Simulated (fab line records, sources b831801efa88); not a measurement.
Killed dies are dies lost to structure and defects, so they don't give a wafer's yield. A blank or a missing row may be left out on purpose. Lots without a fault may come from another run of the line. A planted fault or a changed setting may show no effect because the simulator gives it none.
Problem report in the 8D (eight disciplines) form, filled by code | flow sfq_line | the parts of the form that need people (team, actions taken, sign-off) are left out

1. THE PROBLEM
oes_product_au at SFQ_TRILAYER_M0_BARC_OPEN_METAL_ETCH_031 reads a mean of 0.600 a.u. on 3 wafers of 3 lots; wafers without a fault read 0.684 a.u. with a standard deviation of 0.0048. That is -18 standard deviations from the usual mean.
The step: etches BARC in O2, target depth 125 nm, time 41.7 s.
First seen on wafer L361.3, day 15 19:37, on rie_metal-03. The record holds 43 wafers of 15 lots with a number at this step. Rule for "out", or "out of limits": more than 4 standard deviations from the usual mean. The other wafers with a number count as sound.

2. WHAT IT IS AND WHAT IT IS NOT
question                    | is                     | is not
which readings at this step | oes_product_au         | drypump_motor_current_A
which lots                  | L361, L362, L363       | L352, L354, L355, L356, L357, L358, L369, L370, L372, L373, L374, L375
which wafers of those lots  | L361.3, L362.3, L363.3 | L361.2, L361.6, L362.2, L363.2
read on which tools         | rie_metal-03           | rie_metal-02, rie_metal-04
when                        | from day 15 19:37      | up to then (20 sound wafers); but 20 sound wafers of L362, L363, L369, L370, L372, L373, L374, L375 came after

3. SUSPECTS, AND WHAT RULES EACH OUT
Counting: a tool at a process step up to the reading stays a suspect if it ran every lot that is out. Sound lots after the first of them don't rule it out here, since some wafers of a struck lot are sound.
- litho_track-01 at SFQ_TRILAYER_M0_LITHO_COAT_026 (resist thk 62 nm): kept. It ran every lot that is out, first L361 (day 10 18:20); its last sound lot up to then is L358 (day 10 00:15).
- rie_metal-03 at SFQ_TRILAYER_M0_BARC_OPEN_METAL_ETCH_031 (etches BARC in O2, target depth 125 nm, time 41.7 s): kept. It ran every lot that is out, first L361 (day 15 19:37); its last sound lot up to then is L358 (day 14 12:25). Its own readings are out on those wafers: oes_product_au.
Left after counting: litho_track-01 at SFQ_TRILAYER_M0_LITHO_COAT_026, rie_metal-03 at SFQ_TRILAYER_M0_BARC_OPEN_METAL_ETCH_031.

4. THE CAUSE (what the simulator had put in)
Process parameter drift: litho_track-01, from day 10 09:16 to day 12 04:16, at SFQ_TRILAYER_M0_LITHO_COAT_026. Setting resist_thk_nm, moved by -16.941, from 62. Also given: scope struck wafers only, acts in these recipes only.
Counting left 2 suspects, and this tool is among them.

5. THE CHAIN OF EFFECTS, in route order
Each row: a reading whose mean over the struck wafers that have a number lies more than 3 standard deviations from the usual. Only readings for which the record gives a usual standard deviation are gone through. hours: the time from each lot's start at the first step in this table that gives one to its start at this step, as a median over the lots. sigmas: the change in usual standard deviations.
hours | step                                     | reading        | usual      | on struck wafers | change | sigmas
0     | SFQ_TRILAYER_M0_BARC_OPEN_METAL_ETCH_031 | oes_product_au | 0.684 a.u. | 0.600            | -0.084 | -18
The process steps in it:
- SFQ_TRILAYER_M0_BARC_OPEN_METAL_ETCH_031: etches BARC in O2, target depth 125 nm, time 41.7 s.

6. WHAT WOULD HAVE CAUGHT IT SOONER
In this record the first reading out of limits was taken at day 15 19:37, 130 hours after the fault began at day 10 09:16.
All the lots that are out (3) had begun SFQ_TRILAYER_M0_LITHO_COAT_026 on litho_track-01 by day 15 19:37. A hold on the tool at that time would have spared none of them.
